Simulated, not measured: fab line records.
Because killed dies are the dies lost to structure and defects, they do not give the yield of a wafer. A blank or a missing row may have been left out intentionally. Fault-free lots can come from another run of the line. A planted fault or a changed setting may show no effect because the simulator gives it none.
A struck lot beside a sound one :: flow sky130 :: 22 steps out of a route of 708
Sound: the wafers L963.1, L963.4, L963.6. Struck: wafers L982.1, L982.3, L982.4. Last of all comes the cause.
For every step that has rows: the tool of each side, followed by ch and its chambers, followed by its first start. Under that, the readings that differ: sound wafers :: struck wafers :: difference of the means :: sigmas: that difference in standard deviations of wafers without a fault.
alike: words and numbers the same on both sides, and readings whose means are apart by under 2 such deviations; not compared: readings that were withheld, readings missing a value for some wafer, numbers with overlapping values and no deviation given by the record, and bounds like >300 which may hide the same value.
Wherever a step has rows on one side only, a row that says differs or no value, or a row with sigmas, the two part there. Non-overlapping numbers with no deviation appear without sigmas and do not part them. A reading missing from all wafers of one side parts the sides only when that side holds two or more wafers.

SKY_VIA4_RS_MEAS_19: uses a four-point probe to measure.
  struck on film metro-01, day 48 03:20; sound on film metro-04, day 44 09:25
  alike: VIA4_W_RS
SKY_VIA4_THK_MEAS_20: measures by xrf.
  struck on film metro-01, day 48 03:27; sound on film metro-04, day 44 09:32
  alike: VIA4_W_THK
SKY_VIA4_CMP_21: polishes, stops on SiO2, t overpolish 25 s, target thk 0 nm.
  sound on cmp-01 ch 0,1,2, day 44 09:42; struck on cmp-02 ch 0,1,3, day 48 03:31
  alike: motor current A, overpolish run s, platen rpm, slurry filter dp kPa, time to endpoint s
then, 2 steps without rows for these wafers: SKY_METAL5_SPUTTER_00 (material Ti, target thk 15 nm, time 10 s); SKY_METAL5_SPUTTER_01 (material TiN, target thk 20 nm, time 16.7 s).
SKY_METAL5_SPUTTER_02: material AlCu, target thk 1150 nm, time 61.2 s.
  struck on pvd sputter-03, day 48 03:52; sound on pvd sputter-02, day 44 09:57
  alike: cathode dc power W, throttle valve pct
SKY_METAL5_SPUTTER_03: material Ti, target thk 5 nm, time 3.3 s.
  struck on pvd sputter-03, day 48 03:55; sound on pvd sputter-02, day 44 10:00
  alike: cathode dc power W, throttle valve pct
SKY_METAL5_SPUTTER_04: material TiN, target thk 70 nm, time 58.3 s.
  struck on pvd sputter-03, day 48 03:56; sound on pvd sputter-02, day 44 10:01
  alike: cathode dc power W, throttle valve pct
SKY_METAL5_RS_MEAS_05: uses a four-point probe to measure.
  struck on film metro-03, day 48 03:59; sound on film metro-03, day 44 10:05
  alike: METAL5_ALCU_RS
SKY_METAL5_THK_MEAS_06: measures by xrf.
  struck on film metro-03, day 48 04:06; sound on film metro-03, day 44 10:13
  alike: METAL5_ALCU_THK
then, 2 steps without rows for these wafers: SKY_METAL5_DEHYDRATE_07 (time 60 s); SKY_METAL5_HMDS_08 (prime time 60 s).
SKY_METAL5_COAT_09: resist thk 1800 nm.
  sound on litho track-02 ch 0, day 44 19:41; struck on litho track-04 ch 0, day 48 12:34
reading: spin speed rpm (rpm)
sound: 2998.9 3003.8 3001.8
struck: 3205.6 3205.2 3204.0
difference: +203.4
sigmas: +99 or more

reading: model.NOVOLAK_of_METAL5_COAT_09.thk nm (nm)
sound: 1810 1803 1800
struck: 1748 1747 1743
difference: -58
sigmas: 
then, 4 steps without rows for these wafers: SKY_METAL5_SOFTBAKE_10 (time 60 s); SKY_METAL5_EXPOSE_11 (exposes mask MM5, target cd 1600 nm); SKY_METAL5_PEB_12; SKY_METAL5_DEVELOP_13 (develop time 60 s).
SKY_METAL5_DESCUM_14: chemistry O2, time 11 s.
  sound on rie metal-03 ch 0, day 45 06:52; struck on rie metal-03 ch 0,1, day 48 22:35
  alike: drypump motor current A, oes product au
  not compared: rf hours counter h
SKY_METAL5_METAL_ETCH_15: etches the open film in Cl2/BCl3, stops on SiO2, target depth 1260 nm, time 252 s.
  sound on rie metal-03 ch 0, day 45 06:57; struck on rie metal-03 ch 0,1, day 48 22:38
reading: model.NOVOLAK_of_METAL5_COAT_09.thk nm (nm)
sound: 1040 1029 1032
struck: 981 977.4 984.1
difference: -53
sigmas: 
  alike: drypump motor current A, oes product au, throttle valve pct
  not compared: rf hours counter h
SKY_METAL5_STRIP_16: strips in O2/N2.
  sound on plasma asher-03 ch 0,1, day 45 07:25; struck on plasma asher-03 ch 0,1, day 48 22:52
reading: strip time to endpoint s (s)
sound: 13.12 13.00 13.05
struck: 12.49 12.46 12.55
difference: -0.56
sigmas: -6
  alike: drypump motor current A, oes product au
  not compared: rf hours counter h
then, 1 step without rows for these wafers: SKY_METAL5_STRIP_17 (strips in post etch residue remover, time 1200 s).
SKY_PAD_OPEN_PROBE_99:
  rows exist in the record for the sound wafers here (prober-02, day 47 04:07), none for the struck ones

== WHERE THEY PART ==
Earliest at SKY_METAL5_COAT_09; latest, in this record, at SKY_PAD_OPEN_PROBE_99.

WHY: what the simulator had put in
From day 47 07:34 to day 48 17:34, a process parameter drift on litho track-04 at SKY_METAL5_COAT_09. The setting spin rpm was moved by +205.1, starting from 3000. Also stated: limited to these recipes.
